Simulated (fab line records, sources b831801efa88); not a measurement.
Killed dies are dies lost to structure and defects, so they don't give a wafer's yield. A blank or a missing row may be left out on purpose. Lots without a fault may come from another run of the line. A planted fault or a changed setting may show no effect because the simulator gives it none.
Which tool did it? | flow sky130 | 6 lots, 18 wafers sampled, at 2 steps of a route of 708

WHAT THE GAUGES READ, wafer by wafer
SKY_SONOS_ONO_THK_MEAS_03.
lot  | measured     | on            | SONOS_ONO_CVD_02_THK (nm)
L693 | day 11 22:34 | film_metro-03 | 10.56 10.67 10.66
L696 | day 12 19:15 | film_metro-01 | 10.50 10.37 10.53
L699 | day 14 01:59 | film_metro-02 | 11.69 10.99 10.86
L708 | day 16 16:28 | film_metro-01 | 10.74 10.71 10.71
L712 | day 18 07:44 | film_metro-02 | 10.68 10.67 10.56
L715 | day 19 03:47 | film_metro-01 | 10.88 10.73 10.81

WHICH TOOL RAN EACH LOT (tool, then ch and the chambers of the sampled wafers, then the start)
lot  | SKY_SONOS_ONO_CVD_02
L693 | lpcvd-02 ch 0, day 11 21:31
L696 | lpcvd-02 ch 1, day 12 18:12
L699 | lpcvd-02 ch 0, day 14 00:56
L708 | lpcvd-02 ch 0, day 16 15:24
L712 | lpcvd-02 ch 0, day 18 06:41
L715 | lpcvd-02 ch 1, day 19 02:43
- SKY_SONOS_ONO_CVD_02: deposits Si3N4 from DCS/NH3, target thk 10.5 nm, time 180 s.

THE ANSWER, worked out from the rows above alone
Rule: what is usual is taken from the lots themselves. Put in order of their means at a reading, lots are off if they are a third of the lots or fewer, leave a main group of 4 or more, and stand apart from it by a gap of 3 or more times the standard deviation of the main group's means; of several such gaps the widest counts. A main group whose means are all the same, to the digits that the tables above print for the reading, isn't used. A lot without any number at a reading at which 4 lots or more have one is off too. The other lots that the step has rows for count as sound.
Off: L699, at SKY_SONOS_ONO_THK_MEAS_03 (SONOS_ONO_CVD_02_THK). The main group: mean 10.65 nm, standard deviation 0.11.
A tool fits if, at a process step before that reading, it ran every lot that is off, and no sound lot after the first of them. The gauges at SKY_SONOS_ONO_THK_MEAS_03 are tried like those tools. None of those tried fits.

WHAT THE SIMULATOR HAD PUT IN
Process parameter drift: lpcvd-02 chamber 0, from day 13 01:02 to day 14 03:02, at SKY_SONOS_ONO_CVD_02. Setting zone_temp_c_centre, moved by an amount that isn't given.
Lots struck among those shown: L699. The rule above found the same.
